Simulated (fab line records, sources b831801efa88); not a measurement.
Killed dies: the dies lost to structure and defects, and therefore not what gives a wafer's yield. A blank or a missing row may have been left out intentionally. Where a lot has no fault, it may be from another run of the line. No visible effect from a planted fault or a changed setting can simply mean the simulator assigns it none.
fab line records | flow gf180mcu | part 2 of 2: steps 29 to 40 of 40
[record] lots = 5 | wafers = 15 | last_day = 33
route steps=602 shown PSD@256 NSD@262 SAB@264 SALICIDE@278 CONTACT@287
lots with no fault: from the same line, run without faults
start_h: hours from the record's first day to the start of the lot's first wafer shown | wait_h: hours since the lot's step before | " unchanged from the row above | L1.1+2: one row covering several wafers at once | - no value present, or no start provided | * or withheld: withheld | < > ~ a bound
route shown NAME@n: NAME is a module with steps in the file, n the number in the route of the first one | usual: mean/standard deviation of fault-free wafers | same: alike in all rows | chamber/n: place in a boat | sites: each site's reading | _std_site: their standard deviation | _edge_site: outer sites' mean less inner sites' | radius_mm: how far each site lies from the wafer's centre | mask NAME#n: copy n | behind: the last tool/chamber to shape the wafer | hold: reason for holding the lot/hours on hold/outcome of the hold | device: the n, p or np transistor that did not switch | end of line: the same wafers' tests at the end of the route | a step without rows: its recipe alone | killed: the dies lost at the first sort to structure and to defects; this is not the yield of the wafer | map: the dies of a wafer, with x for killed, . for not killed, _ for no die there
set.NAME: the setting as run; set.NAME@STEP: as run at that earlier step | model.NAME: the simulator's own value behind a step, which no gauge read
a table for each step, a row for each wafer; lots at some steps of the route
services: the hour from which a tool's chamber was out of use, counted from the record's first day as start_h (under 0 if before that day), plus the number of hours and why
[[steps]]
[step GF_SALICIDE_RTA_06]
[recipe] temp_c = 530 | time_s = 30 | ambient = N2
[usual] lamp_power_pct = 6.42/0.22 | wafer_temp_C_max = 532.5/0.56
lot.wafer | tool          | chamber | start_h | wait_h | lamp_power_pct | wafer_temp_C_max
L080.1    | rtp_anneal-02 | 0       | 393.73  | 0.1    | 6.60           | 532.5
L080.3    | "             | 0       | "       | "      | 6.60           | 533.6
L080.5    | "             | 0       | "       | "      | 6.60           | 533.6
L085.3    | rtp_anneal-02 | 0       | 434.12  | 0.1    | 6.61           | 532.2
L085.5    | "             | 0       | "       | "      | 6.61           | 531.8
L085.6    | "             | 0       | "       | "      | 6.61           | 532.4
L090.2    | rtp_anneal-01 | 0       | 481.12  | 0.1    | 6.17           | 532.5
L090.4    | "             | 0       | "       | "      | 6.16           | 532.4
L090.5    | "             | 0       | "       | "      | 6.16           | 531.4
L091.3    | rtp_anneal-02 | 0       | 487.66  | 0.1    | 6.61           | 532.7
L091.5    | "             | 0       | "       | "      | 6.60           | 532.6
L091.6    | "             | 0       | "       | "      | 6.60           | 533.0
L094.1    | rtp_anneal-02 | 0       | 514.82  | 0.1    | 6.60           | 532.9
L094.4    | "             | 0       | "       | "      | 6.61           | 532.0
L094.6    | "             | 0       | "       | "      | 6.61           | 533.6
[step GF_SALICIDE_WET_ETCH_07]
[recipe] chemistry = SPM | target_depth_nm = 120 | dry = n2_spin
lot.wafer  | tool         | chamber | start_h | wait_h
L080.1+3+5 | wet_bench-01 | 3       | 393.83  | 0.1
L085.3+5+6 | wet_bench-02 | 1       | 434.18  | 0.1
L090.2+4+5 | wet_bench-01 | 3       | 481.21  | 0.1
L091.3+5+6 | wet_bench-02 | 0       | 487.73  | 0.1
L094.1+4+6 | wet_bench-03 | 2       | 514.92  | 0.1
[step GF_SALICIDE_RTA_08]
[recipe] temp_c = 800 | time_s = 30 | ambient = N2
[usual] lamp_power_pct = 17.7/0.61 | wafer_temp_C_max = 803.7/0.86
lot.wafer | tool          | chamber | start_h | wait_h | lamp_power_pct | wafer_temp_C_max
L080.1    | rtp_anneal-01 | 0       | 393.92  | 0.0    | 17.1           | 803.1
L080.3    | "             | 0       | "       | "      | 17.1           | 801.8
L080.5    | "             | 0       | "       | "      | 17.1           | 802.4
L085.3    | rtp_anneal-01 | 0       | 434.34  | 0.0    | 17.1           | 804.4
L085.5    | "             | 0       | "       | "      | 17.1           | 803.1
L085.6    | "             | 0       | "       | "      | 17.1           | 803.8
L090.2    | rtp_anneal-02 | 0       | 481.31  | 0.0    | 18.4           | 805.4
L090.4    | "             | 0       | "       | "      | 18.3           | 804.8
L090.5    | "             | 0       | "       | "      | 18.4           | 803.1
L091.3    | rtp_anneal-01 | 0       | 487.85  | 0.0    | 17.1           | 803.2
L091.5    | "             | 0       | "       | "      | 17.1           | 803.3
L091.6    | "             | 0       | "       | "      | 17.1           | 803.9
L094.1    | rtp_anneal-01 | 0       | 515.02  | 0.0    | 17.1           | 803.1
L094.4    | "             | 0       | "       | "      | 17.1           | 803.2
L094.6    | "             | 0       | "       | "      | 17.1           | 803.2
[step GF_CONTACT_CVD_00]
[recipe] material = SiO2 | target_thk_nm = 300 | sigma_open_frac = 0.3 | temp_c = 400 | time_s = 50 | sih4_flow_sccm = 60 | pressure_mtorr = 6
lot.wafer  | tool      | chamber | start_h | wait_h
L080.1+3+5 | hdpcvd-01 | 1,0,1   | 394.02  | 0.1
L085.3+5+6 | hdpcvd-02 | 2,2,0   | 434.40  | 0.1
L090.2+4+5 | hdpcvd-01 | 2,1,0   | 481.40  | 0.1
L091.3+5+6 | hdpcvd-02 | 1,1,0   | 487.92  | 0.1
L094.1+4+6 | hdpcvd-01 | 2,0,2   | 515.12  | 0.1
[step GF_CONTACT_THK_MEAS_01]
[recipe] reads = SiO2_of_CONTACT_CVD_00
[usual] CONTACT_CVD_00_THK = 301/3.4
lot.wafer | tool          | chamber | start_h | wait_h | CONTACT_CVD_00_THK[nm]
L080.1    | film_metro-02 | -       | 394.07  | 0.0    | 302
L080.3    | "             | -       | "       | "      | 306
L080.5    | "             | -       | "       | "      | 303
L085.3    | film_metro-02 | -       | 434.47  | 0.0    | 302
L085.5    | "             | -       | "       | "      | 303
L085.6    | "             | -       | "       | "      | 306
L090.2    | film_metro-02 | -       | 481.45  | 0.0    | 296
L090.4    | "             | -       | "       | "      | 304
L090.5    | "             | -       | "       | "      | 306
L091.3    | film_metro-04 | -       | 487.99  | 0.0    | 299
L091.5    | "             | -       | "       | "      | 293
L091.6    | "             | -       | "       | "      | 300
L094.1    | film_metro-04 | -       | 515.17  | 0.0    | 302
L094.4    | "             | -       | "       | "      | 304
L094.6    | "             | -       | "       | "      | 303
[step GF_CONTACT_CVD_02]
[recipe] material = SiO2 | target_thk_nm = 860 | precursor = TEOS | temp_c = 400 | time_s = 95.992 | rf_w = 600
[usual] heater_power_w = 681/130
lot.wafer | tool     | chamber | start_h | wait_h | heater_power_w
L080.1    | pecvd-03 | 1       | 394.13  | 0.1    | 783
L080.3    | "        | 0       | "       | "      | 749
L080.5    | "        | 0       | "       | "      | 803
L085.3    | pecvd-04 | 1       | 434.51  | 0.0    | 584
L085.5    | "        | 2       | "       | "      | 507
L085.6    | "        | 1       | "       | "      | 631
L090.2    | pecvd-04 | 1       | 481.50  | 0.0    | 566
L090.4    | "        | 1       | "       | "      | 596
L090.5    | "        | 1       | "       | "      | 635
L091.3    | pecvd-03 | 1       | 488.03  | 0.0    | 744
L091.5    | "        | 0       | "       | "      | 690
L091.6    | "        | 1       | "       | "      | 768
L094.1    | pecvd-03 | 1       | 515.23  | 0.1    | 694
L094.4    | "        | 0       | "       | "      | 838
L094.6    | "        | 1       | "       | "      | 756
[step GF_CONTACT_THK_MEAS_03]
[recipe] reads = SiO2_of_CONTACT_CVD_02
[usual] CONTACT_CVD_02_THK = 859/13
lot.wafer | tool          | chamber | start_h | wait_h | CONTACT_CVD_02_THK[nm]
L080.1    | film_metro-03 | -       | 394.20  | 0.0    | 864
L080.3    | "             | -       | "       | "      | 868
L080.5    | "             | -       | "       | "      | 887
L085.3    | film_metro-03 | -       | 434.60  | 0.1    | 839
L085.5    | "             | -       | "       | "      | 855
L085.6    | "             | -       | "       | "      | 852
L090.2    | film_metro-02 | -       | 481.62  | 0.1    | 853
L090.4    | "             | -       | "       | "      | 864
L090.5    | "             | -       | "       | "      | 863
L091.3    | film_metro-02 | -       | 488.12  | 0.1    | 847
L091.5    | "             | -       | "       | "      | 865
L091.6    | "             | -       | "       | "      | 860
L094.1    | film_metro-02 | -       | 515.30  | 0.0    | 851
L094.4    | "             | -       | "       | "      | 867
L094.6    | "             | -       | "       | "      | 857
[step GF_CONTACT_CMP_04]
[recipe] material = SiO2 | down_force_psi = 4 | platen_rpm = 60 | pad_velocity_m_s = 0.94248
[usual] motor_current_A = 11.8/1.1 | time_to_endpoint_s = 111/7
lot.wafer | tool   | chamber | start_h | wait_h | motor_current_A | time_to_endpoint_s
L080.3    | cmp-02 | 3       | 394.36  | 0.1    | 11.2            | 124
L080.1    | "      | 0       | "       | "      | 11.1            | 110
L080.5    | "      | 1       | "       | "      | 10.1            | 122
L085.3    | cmp-02 | 0       | 434.79  | 0.2    | 11.2            | 99
L085.5    | "      | 1       | "       | "      | 10.4            | 108
L085.6    | "      | 2       | "       | "      | 13.1            | 114
L090.2    | cmp-02 | 1       | 481.67  | 0.0    | 10.5            | 101
L090.4    | "      | 3       | "       | "      | 11.4            | 118
L090.5    | "      | 2       | "       | "      | 12.9            | 114
L091.3    | cmp-02 | 1       | 488.37  | 0.2    | 10.7            | 103
L091.6    | "      | 2       | "       | "      | 12.5            | 112
L091.5    | "      | 3       | "       | "      | 11.3            | 118
L094.1    | cmp-02 | 3       | 515.36  | 0.1    | 11.9            | 113
L094.4    | "      | 0       | "       | "      | 11.5            | 108
L094.6    | "      | 0       | "       | "      | 11.2            | 105
[step GF_CONTACT_BOW_MEAS_05]
[recipe] mode = bow
[usual] CONTACT_BOW = 65/6.7
lot.wafer | tool          | chamber | start_h | wait_h | CONTACT_BOW[um]
L080.1    | film_metro-04 | -       | 394.56  | 0.1    | 69
L080.3    | "             | -       | "       | "      | 58
L080.5    | "             | -       | "       | "      | 59
L085.3    | film_metro-03 | -       | 434.98  | 0.1    | 65
L085.5    | "             | -       | "       | "      | 62
L085.6    | "             | -       | "       | "      | 63
L090.2    | film_metro-02 | -       | 481.99  | 0.3    | 69
L090.4    | "             | -       | "       | "      | 62
L090.5    | "             | -       | "       | "      | 62
L091.3    | film_metro-02 | -       | 488.56  | 0.1    | 75
L091.5    | "             | -       | "       | "      | 58
L091.6    | "             | -       | "       | "      | 73
L094.1    | film_metro-02 | -       | 515.66  | 0.2    | 53
L094.4    | "             | -       | "       | "      | 68
L094.6    | "             | -       | "       | "      | 72
[step GF_CONTACT_DEHYDRATE_06]
[recipe] temp_c = 200 | time_s = 60
lot.wafer  | tool           | chamber | start_h | wait_h
L080.1+3+5 | litho_track-02 | 0       | 405.98  | 11.4
L085.3+5+6 | litho_track-02 | 0       | 445.88  | 10.9
L090.2+4+5 | litho_track-03 | 0       | 493.46  | 11.5
L091.3+5+6 | litho_track-01 | 0       | 499.90  | 11.3
L094.1+4+6 | litho_track-03 | 0       | 527.04  | 11.4
[step GF_CONTACT_HMDS_07]
[recipe] prime_time_s = 60 | prime_temp_c = 120
lot.wafer  | tool           | chamber | start_h | wait_h
L080.1+3+5 | litho_track-02 | 0       | 406.13  | 0.1
L085.3+5+6 | litho_track-02 | 0       | 446.03  | 0.1
L090.2+4+5 | litho_track-03 | 0       | 493.61  | 0.1
L091.3+5+6 | litho_track-01 | 0       | 500.05  | 0.1
L094.1+4+6 | litho_track-03 | 0       | 527.19  | 0.1
[step GF_CONTACT_COAT_08]
[recipe] resist = BARC | temp_c = withheld | time_s = withheld | spin_rpm = withheld | resist_thk_nm = withheld
lot.wafer  | tool           | chamber | start_h | wait_h
L080.1+3+5 | litho_track-02 | 0       | 406.28  | 0.1
L085.3+5+6 | litho_track-02 | 0       | 446.18  | 0.1
L090.2+4+5 | litho_track-03 | 0       | 493.76  | 0.1
L091.3+5+6 | litho_track-01 | 0       | 500.20  | 0.1
L094.1+4+6 | litho_track-03 | 0       | 527.34  | 0.1
[[services]]
tool             | chamber | start_h | hours | kind
pecvd-03         | -       | 363.04  | 2.8   | pm
implanter-03     | -       | 363.86  | 2.4   | repair
pecvd-03         | -       | 368.88  | 14.0  | pm
hdpcvd-01        | 2       | 378.29  | 1.9   | repair
pecvd-04         | -       | 379.82  | 0.3   | repair
pvd_sputter-01   | -       | 398.68  | 1.9   | repair
rtp_anneal-01    | -       | 399.89  | 5.2   | pm
plasma_asher-01  | -       | 406.31  | 2.1   | repair
plasma_asher-02  | -       | 406.93  | 7.6   | repair
plasma_asher-02  | -       | 421.25  | 9.0   | pm
rie_diel-03      | 1       | 439.05  | 3.5   | repair
pecvd-04         | 1       | 457.08  | 4.9   | repair
pecvd-04         | 2       | 460.08  | 6.9   | repair
pecvd-04         | 0       | 463.46  | 43.0  | repair
pecvd-03         | -       | 466.07  | 1.6   | repair
rie_diel-03      | 1       | 466.78  | 4.5   | repair
rie_diel-03      | 2       | 472.76  | 8.9   | repair
iline_stepper-02 | -       | 473.27  | 1.7   | pm
plasma_asher-02  | -       | 489.01  | 2.0   | repair
plasma_asher-02  | -       | 499.19  | 4.5   | repair
wet_bench-02     | -       | 508.45  | 1.3   | repair
rie_diel-03      | -       | 508.67  | 2.8   | pm
pvd_sputter-01   | -       | 510.15  | 2.3   | repair
plasma_asher-02  | -       | 513.31  | 3.8   | repair
